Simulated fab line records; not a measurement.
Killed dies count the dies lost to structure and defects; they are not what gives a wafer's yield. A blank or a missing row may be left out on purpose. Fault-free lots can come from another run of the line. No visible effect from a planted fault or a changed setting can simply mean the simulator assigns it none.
2 desks, one fault    flow sky130    only its own numbers are on each desk; what lay behind them is given at the end

THE METROLOGY DESK
What the gauges read for every lot (on any tool): the sampled wafers with a number, averaged. Any lot whose mean is over 4 standard deviations away from the usual mean is out of limits and marked OUT; that distance is given in the brackets.
Columns: A = CONTACT_W_RS at SKY_CONTACT_RS_MEAS_25, usual 0.335 ohm/sq; B = cd_nm at SKY_VIA2_CD_MEAS_12, usual 199.7 nm
lot   first seen here  A      B
L430  day 32 00:19     0.335  194.9
L431  day 32 11:57     0.336  200.7
L432  day 32 20:52     0.333  201.7
L433  day 33 01:23     0.337  202.3
L434  day 33 10:22     0.340  197.7
L435  day 34 00:01     0.338  198.0
L436  day 34 13:13     0.336  200.0
L437  day 34 17:01     0.330  197.2
L441  day 36 00:49     0.338  197.0
L451  day 39 06:22     0.326  201.7
L452  day 39 15:04     0.338  198.8
This desk's finding: nothing out of limits on any of the 11 lots.

FOR THE TOOL OWNER'S DESK: krf_scanner-02
The tool's own readings at SKY_VIA2_EXPOSE_09 (exposes mask VIM2, target cd 200 nm): means of the sampled wafers that have a number, for each lot that ran on this tool. Any lot whose mean is over 4 standard deviations away from the usual mean is out of limits and marked OUT; that distance is given in the brackets.
Columns: A = stage_vel_mm_s at SKY_VIA2_EXPOSE_09, usual 500.01 mm/s
lot   first seen here  A
L431  day 36 16:05     500.02
L433  day 37 04:57     500.27
L434  day 37 12:29     499.88
L437  day 38 19:30     499.97
L441  day 40 01:58     499.88
L451  day 43 02:11     499.87
L452  day 43 08:58     499.88
This desk's finding: nothing out of limits on any of the 7 lots.

TAKEN TOGETHER
At the metrology desk, nothing out of limits was observed.
The desk of the tool owner found nothing out of limits.

WHAT THE SIMULATOR HAD INSERTED
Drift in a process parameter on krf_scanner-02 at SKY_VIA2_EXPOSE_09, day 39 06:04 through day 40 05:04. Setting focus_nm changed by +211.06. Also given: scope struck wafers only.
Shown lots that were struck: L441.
